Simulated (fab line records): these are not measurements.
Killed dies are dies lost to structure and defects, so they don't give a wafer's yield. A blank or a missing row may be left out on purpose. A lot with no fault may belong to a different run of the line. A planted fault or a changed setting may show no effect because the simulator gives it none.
A struck lot beside a sound one | flow gf180mcu | 18 out of 602 route steps
Sound: the wafers L596.2, L596.3, L596.4. Struck: wafer L598.6 (L598.2, L598.4, from the same lot, were not struck and are left out); the cause is given at the end.
Order at every step that has rows: each side's tool, ch and its chambers, its first start. Under that, the readings that differ: sound wafers | struck wafers | difference of the means | sigmas: that difference in standard deviations of wafers without a fault.
alike: same words and numbers on both sides, and readings whose means sit less than 2 such deviations apart. not compared: any withheld reading, any reading some wafer has no value for, any bound like >300 that may hide the same value, and any number with overlapping values for which the record gives no deviation.
Wherever a step has rows on one side only, a row that says differs or no value, or a row with sigmas, the two part there. Numbers that have no deviation but don't overlap get no sigmas and don't part them. Lack of a reading on every wafer of one side parts them only where that side has two or more wafers.

first, 2 steps without rows for these wafers: GF_CONTACT_PEB_12 (peb time 90 s); GF_CONTACT_DEVELOP_13 (develop time 60 s).
GF_CONTACT_CD_MEAS_14: the cd target is 220 nm.
  sound on cd-sem-01 at day 16 23:01; struck on cd-sem-01 at day 17 22:05
  alike: cd-nm
GF_CONTACT_OVL_MEAS_15:
  sound on overlay-02 at day 16 23:07; struck on overlay-02 at day 17 22:11
  alike: CONTACT_OVL
GF_CONTACT_ETCH_16: etches BARC in N2/H2.
  sound on rie-diel-01 ch 0,2,3, day 16 23:09; struck on rie-diel-03 ch 1, day 17 22:13
  alike: bias-w, chamber-pressure-mTorr, drypump-motor-current-A, oes-product-au, throttle-valve-pct
GF_CONTACT_ETCH_17: etches SiO2 in C4F8/O2/Ar, stops on CoSi2, target depth 860 nm.
  sound on rie-diel-01 ch 0,2,3; struck on rie-diel-03 ch 1
  alike: bias-w, chamber-pressure-mTorr, oes-product-au
GF_CONTACT_STRIP_18: strips in O2/N2.
  sound on plasma-asher-02 ch 0,1, day 16 23:19; struck on plasma-asher-02 ch 1, day 17 22:23
  alike: chamber-pressure-mTorr, drypump-motor-current-A, heater-power-w, oes-product-au
  not compared: rf-hours-counter-h
then, 4 steps without rows for these wafers: GF_CONTACT_CLEAN_19 (cleans in SPM); GF_CONTACT_CLEAN_20 (cleans in DIW); GF_CONTACT_CLEAN_21 (cleans in dHF, time 20 s); GF_CONTACT_SPUTTER_22 (material Ti, target thk 15 nm, time 80.02 s).
GF_CONTACT_SPUTTER_23: material TiN, target thk 10 nm, time 40 s.
  sound on pvd-sputter-02 at day 16 23:40; struck on pvd-sputter-01 at day 17 22:45
  alike: throttle-valve-pct
GF_CONTACT_CVD_24: deposits W, target thk 300 nm, time 90.339 s.
  sound on cvd-w-02 ch 0,1, day 16 23:43; struck on cvd-w-02 ch 1, day 17 22:47
  reading                               | sound           | struck | difference | sigmas
  model.W_of_CONTACT_CVD_24.thk-nm (nm) | 303.4 296 301.4 | 340.1  | +39.8      |
  alike: heater-power-w
GF_CONTACT_RS_MEAS_25: uses a four-point probe to measure.
  sound on film-metro-04 at day 16 23:50; struck on film-metro-03 at day 17 22:55
  reading               | sound             | struck | difference | sigmas
  CONTACT_W_RS (ohm/sq) | 0.379 0.389 0.381 | 0.336  | -0.047     | -7
GF_CONTACT_THK_MEAS_26: measures by xrf.
  sound on film-metro-04 at day 16 23:56; struck on film-metro-03 at day 17 23:01
  reading            | sound       | struck | difference | sigmas
  CONTACT_W_THK (nm) | 306 300 306 | 345    | +41        | +7
GF_CONTACT_CMP_27: polishes, stops on SiO2, t overpolish 15 s, target thk 0 nm.
  sound on cmp-01 ch 0,2,3, day 17 00:02; struck on cmp-02 ch 1, day 17 23:20
  reading                | sound          | struck | difference | sigmas
  motor-current-A (A)    | 10.8 11.7 12.8 | 8.5    | -3.3       | -3
  time-to-endpoint-s (s) | 76.5 73.8 77.3 | 81.9   | +6.0       | +2
GF_M1_SPUTTER_00: material Ti, target thk 37.5 nm, time 150 s.
  sound on pvd-sputter-03 at day 17 00:17; struck on pvd-sputter-02 at day 17 23:32
  alike: substrate-temp-c, throttle-valve-pct
then, 1 step without rows for these wafers: GF_PASSIVATION_PROBE_99.

## WHERE THEY PART
At GF_CONTACT_RS_MEAS_25 first; at GF_CONTACT_CMP_27 last (within this record only). Later steps at which nothing parts them and some readings are alike: GF_M1_SPUTTER_00.

WHY: what the simulator had put in
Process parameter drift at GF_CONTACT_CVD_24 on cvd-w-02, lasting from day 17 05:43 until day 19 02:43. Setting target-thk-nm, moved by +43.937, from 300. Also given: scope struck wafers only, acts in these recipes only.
